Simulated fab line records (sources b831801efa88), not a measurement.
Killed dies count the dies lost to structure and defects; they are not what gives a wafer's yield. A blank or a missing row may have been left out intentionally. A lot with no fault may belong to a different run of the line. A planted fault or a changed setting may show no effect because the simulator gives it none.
The same fault as seen by 2 desks	flow sky130	numbers are kept per desk, each desk with only its own; the story behind them comes last

== THE METROLOGY DESK ==
What the gauges read, lot by lot, whatever tool the lot ran on: means of the sampled wafers that have a number. If a lot's mean is further than 4 standard deviations from the usual mean, the lot is out of limits and carries the mark OUT (the distance appears in the brackets).
Columns: A = cd nm at SKY_METAL1_CD_MEAS_15, usual 139.5 nm; B = VIA1_HDPCVD_THK at SKY_VIA1_THK_MEAS_01, usual 1033 nm
lot	first seen here	A	B
L200	day 33 15:56	138.4	1034
L201	day 33 22:34	139.9	1029
L202	day 34 08:45	138.6	1044
L203	day 34 18:02	139.0	1040
L204	day 35 02:51	138.5	1033
L205	day 35 06:34	139.4	1037
L214	day 38 02:53	140.7	870 (-14) OUT
L217	day 39 00:04	138.3	1033
L218	day 39 12:39	139.9	1024
L220	day 39 17:10	138.5	1020
L223	day 40 19:05	143.2	1029
This desk's finding: out of limits on L214; first on L214, day 38 03:55 (VIA1_HDPCVD_THK at SKY_VIA1_THK_MEAS_01). In limits: L200, L201, L202, L203, L204, L205, L217, L218, L220, L223.

== TOOL OWNER'S DESK, hdpcvd-01 ==
The tool's own readings at SKY_VIA1_HDPCVD_00 (deposits SiO2, target thk 1030 nm, time 171.7 s): means of the sampled wafers that have a number, for each lot that ran on this tool. If a lot's mean is further than 4 standard deviations from the usual mean, the lot is out of limits and carries the mark OUT (the distance appears in the brackets).
Columns: A = sih4 flow sccm at SKY_VIA1_HDPCVD_00, usual 60.01 sccm
lot	first seen here	A
L200	day 33 16:50	60.10
L201	day 33 23:51	60.06
L202	day 34 10:08	60.00
L203	day 34 18:57	60.07
L214	day 38 03:48	50.13 (-49) OUT
This desk finds L214 out of limits, L214 being first, at day 38 03:48 (sih4 flow sccm at SKY_VIA1_HDPCVD_00). In limits: L200, L201, L202, L203.

== PUT TOGETHER ==
On L214, at day 38 03:48, an alarm was possible from the tool owner's desk.
On L214, the metrology desk was in a position to raise an alarm at day 38 03:55.
All the named lots went through SKY_VIA1_HDPCVD_00 on hdpcvd-01.

== WHAT HAD BEEN PUT IN BY THE SIMULATOR ==
hdpcvd-01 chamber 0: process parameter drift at SKY_VIA1_HDPCVD_00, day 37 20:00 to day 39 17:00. Setting sih4 flow sccm, moved by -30, from 60. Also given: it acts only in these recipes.
Lots struck among those shown: L214.
Time in hours from fault onset to the first out-of-limits reading at each desk: tool owner's desk 8, metrology desk 8.
